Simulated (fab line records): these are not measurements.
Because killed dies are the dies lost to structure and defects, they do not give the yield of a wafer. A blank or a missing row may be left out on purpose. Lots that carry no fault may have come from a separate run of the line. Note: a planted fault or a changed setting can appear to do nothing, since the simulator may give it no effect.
A lot that was struck, set against a sound lot | flow sky130 | 31 steps out of a route of 708
Sound: these wafers, L161.1, L161.5, L161.6. Struck: wafer L173.6. (L173.2, L173.5 of the same lot were not struck and are left out.) The cause comes at the end.
At each step with rows: each side's tool, then ch and its chambers, then its first start. Under that, the readings that differ: sound wafers | struck wafers | difference of the means | sigmas: that difference in standard deviations of wafers without a fault.
alike: readings whose means differ by less than 2 such deviations, and words and numbers that are the same on both sides. not compared: withheld readings, readings that some wafer has no value for, bounds like >300 that may hide the same value, and numbers for which the record gives no deviation and whose values overlap.
A row with sigmas, a row that says differs or no value, or rows on one side alone: a step with any of these is where the two part. Non-overlapping numbers with no deviation appear without sigmas and do not part them. A reading missing from all wafers of one side parts the sides only when that side holds two or more wafers.

first, 3 steps without rows for these wafers: SKY_VIA1_STRIP_17 (strips in post etch residue remover, time 1200 s); SKY_VIA1_CLEAN_18 (cleans in IPA, time 180 s); SKY_VIA1_CLEAN_19 (cleans in O3/DIW).
SKY_VIA1_SPUTTER_20: material TiN, target thk 20 nm, time 80 s.
  struck on pvdSputter-02, day 38 15:33; sound on pvdSputter-03, day 35 01:53
  alike: throttleValvePct
SKY_VIA1_CVD_21: deposits W, target thk 270 nm, time 80.902 s.
  sound on cvdW-01 ch 0,1, day 35 01:57; struck on cvdW-01 ch 0, day 38 15:37
  alike: heaterPowerW, susceptorTempC
SKY_VIA1_RS_MEAS_22: measurement is done with a four-point probe.
  struck on filmMetro-03, day 38 15:43; sound on filmMetro-02, day 35 02:02
  alike: VIA1_W_RS
SKY_VIA1_THK_MEAS_23: measures by xrf.
  struck on filmMetro-03, day 38 15:50; sound on filmMetro-02, day 35 02:10
  alike: VIA1_W_THK
then, 2 steps without rows for these wafers: SKY_VIA1_CMP_24 (polishes, stops on SiO2, t overpolish 15 s, target thk 0 nm); SKY_METAL2_SPUTTER_00 (material Ti, target thk 15 nm, time 10 s).
SKY_METAL2_SPUTTER_01: material TiN, target thk 20 nm, time 16.7 s.
  struck on pvdSputter-01, day 38 16:12; sound on pvdSputter-02, day 35 02:32
  alike: throttleValvePct
then, 1 step without rows for these wafers: SKY_METAL2_SPUTTER_02 (material AlCu, target thk 250 nm, time 13.3 s).
SKY_METAL2_SPUTTER_03: material Ti, target thk 5 nm, time 3.3 s.
  struck on pvdSputter-01, day 38 16:15; sound on pvdSputter-02, day 35 02:35
  alike: throttleValvePct
SKY_METAL2_SPUTTER_04: material TiN, target thk 70 nm, time 58.3 s.
  struck on pvdSputter-01, day 38 16:16; sound on pvdSputter-02, day 35 02:37
reading                                   | sound           | struck | difference | sigmas
model.TiN_of_METAL2_SPUTTER_04.thkNm (nm) | 69.6 69.63 68.9 | 112.4  | +43.0      | 
  alike: throttleValvePct
SKY_METAL2_RS_MEAS_05: measurement is done with a four-point probe.
  struck on filmMetro-03, day 38 16:45; sound on filmMetro-03, day 35 02:40
  alike: METAL2_ALCU_RS
  not compared: hold
SKY_METAL2_THK_MEAS_06: measures by xrf.
  struck on filmMetro-03, day 38 20:07; sound on filmMetro-03, day 35 02:47
reading              | sound       | struck | difference | sigmas
METAL2_ALCU_THK (nm) | 249 250 250 | 222    | -28        | -7
  not compared: hold
then, 7 steps without rows for these wafers: SKY_METAL2_HMDS_08 (prime time 60 s); SKY_METAL2_COAT_09 (resist thk 60 nm); SKY_METAL2_COAT_10 (resist thk 450 nm); SKY_METAL2_SOFTBAKE_11 (time 90 s); SKY_METAL2_EXPOSE_12 (exposes mask MM2, target cd 140 nm); SKY_METAL2_PEB_13; SKY_METAL2_DEVELOP_14 (develop time 60 s).
SKY_METAL2_CD_MEAS_15 targets a cd of 140 nm.
  struck on cdSem-02, day 39 17:05; sound on cdSem-01, day 36 05:13
  alike: cdNm
SKY_METAL2_OVL_MEAS_16:
  struck on overlay-02, day 39 17:12; sound on overlay-02, day 36 05:20
reading         | sound | struck | difference | sigmas
METAL2_OVL (nm) | 3 5 7 | -8     | -13        | -3
then, 2 steps without rows for these wafers: SKY_METAL2_DESCUM_17 (chemistry O2, time 8 s); SKY_METAL2_ETCH_18 (etches BARC in N2/H2, stops on SiO2, time 45.9 s, target depth 60 nm).
SKY_METAL2_METAL_ETCH_19: etches the open film in Cl2/BCl3, stops on SiO2, target depth 360 nm, time 78 s.
  sound on rieMetal-02 ch 0,1, day 36 05:28; struck on rieMetal-02 ch 0, day 39 17:19
  alike: drypumpMotorCurrentA, oesProductAu, throttleValvePct
  not compared: rfHoursCounterH
then, 1 step without rows for these wafers: SKY_METAL2_STRIP_20 (strips in O2/N2).
SKY_METAL2_STRIP_21: strips in post etch residue remover, time 1200 s.
  sound on wetBench-04 ch 0, day 36 05:40; struck on wetBench-03 ch 2, day 39 17:31
reading                                   | sound             | struck | difference | sigmas
model.TiN_of_METAL2_SPUTTER_04.thkNm (nm) | 69.18 69.21 68.48 | 112    | +43        | 
then, 1 step without rows for these wafers: SKY_METAL2_CLEAN_22 (cleans in IPA, time 180 s).
-- the record jumps here: 10 days lie between the struck wafers' starts before and after (it left off in module METAL2 and takes up again in module PAD_OPEN, whose first step shown is number 708 of the route) --
SKY_PAD_OPEN_PROBE_99:
  struck on prober-01, day 49 07:56; sound on prober-01, day 46 15:36
reading                     | sound          | struck | difference | sigmas
model.etest.via2Chain.rcOhm | 10.36 10.13 11 | 11.58  | +1.08      | 
  alike: defectLimitedYield, killed_at_M0_to_M3, killed_at_M4_up, killedAtContacts, killedAtFrontEnd, killedAtOther, killedDies, killedOpen, killedShort, sort_bin_3_pad_short, sort_bin_5_function, sort_bin_6_memory, sortNPass, sortYieldPct

## WHERE THEY PART
At SKY_METAL2_THK_MEAS_06 first; at SKY_METAL2_OVL_MEAS_16 last (within this record only). Later steps at which nothing parts them and some readings are alike: SKY_METAL2_METAL_ETCH_19, SKY_PAD_OPEN_PROBE_99.

WHY: the cause the simulator had injected
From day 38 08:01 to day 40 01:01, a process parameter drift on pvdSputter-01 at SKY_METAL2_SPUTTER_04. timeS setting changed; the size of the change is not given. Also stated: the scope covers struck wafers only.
